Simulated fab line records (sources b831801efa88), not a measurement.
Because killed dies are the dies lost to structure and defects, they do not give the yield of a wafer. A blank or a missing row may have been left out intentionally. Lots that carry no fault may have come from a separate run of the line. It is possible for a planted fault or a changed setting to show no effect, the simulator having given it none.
A single fault, viewed from 2 desks	flow gf180mcu	only its own numbers are on each desk; what lay behind them is given at the end

FROM THE METROLOGY DESK
What the gauges read for every lot (on any tool): the sampled wafers with a number, averaged. If a lot's mean is further than 4 standard deviations from the usual mean, the lot is out of limits and carries the mark OUT (the distance appears in the brackets).
Columns: A = V3_W_RS at GF_V3_RS_MEAS_24, usual 0.327 ohm/sq; B = V3_W_THK at GF_V3_THK_MEAS_25, usual 349 nm
lot	first seen here	A	B
L121	day 22 11:56	0.327	346
L122	day 23 00:03	0.325	354
L125	day 24 01:34	0.333	349
L126	day 24 06:36	0.326	357
L127	day 24 20:04	0.328	353
L128	day 25 04:28	0.334	340
L129	day 25 10:36	0.334	339
L130	day 25 14:35	0.334	347
L132	day 26 08:16	0.326	341
L134	day 26 23:56	0.330	341
L139	day 28 08:17	0.326	343
L142	day 29 07:11	0.327	353
This desk's finding: nothing out of limits on any of the 12 lots.

AT THE TOOL OWNER'S DESK: plasma_asher-02
The tool's own readings at GF_V3_STRIP_18 (strips in O2/N2): means of the sampled wafers that have a number, for each lot that ran on this tool. If a lot's mean is further than 4 standard deviations from the usual mean, the lot is out of limits and carries the mark OUT (the distance appears in the brackets).
Columns: A = drypump_motor_current_A at GF_V3_STRIP_18, usual 6.0 A; B = heater_power_w at GF_V3_STRIP_18, usual 324 W; C = n2_flow_sccm at GF_V3_STRIP_18, usual 300.1 sccm; D = oes_product_au at GF_V3_STRIP_18, usual 0.593 a.u.
lot	first seen here	A	B	C	D
L122	day 22 23:17	6.2	349	299.8	0.591
L127	day 24 19:17	5.8	328	300.0	0.592
L128	day 25 03:43	6.0	335	300.9	0.596
L129	day 25 09:50	5.8	330	299.7	0.596
L139	day 28 07:32	6.0	337	300.1	0.596
L142	day 29 06:23	6.0	340	300.2	0.595
This desk's finding: nothing out of limits on any of the 6 lots.

BROUGHT TOGETHER
At the metrology desk, nothing out of limits was observed.
Nothing out of limits was seen by the tool owner's desk.

WHAT HAD BEEN PUT IN BY THE SIMULATOR
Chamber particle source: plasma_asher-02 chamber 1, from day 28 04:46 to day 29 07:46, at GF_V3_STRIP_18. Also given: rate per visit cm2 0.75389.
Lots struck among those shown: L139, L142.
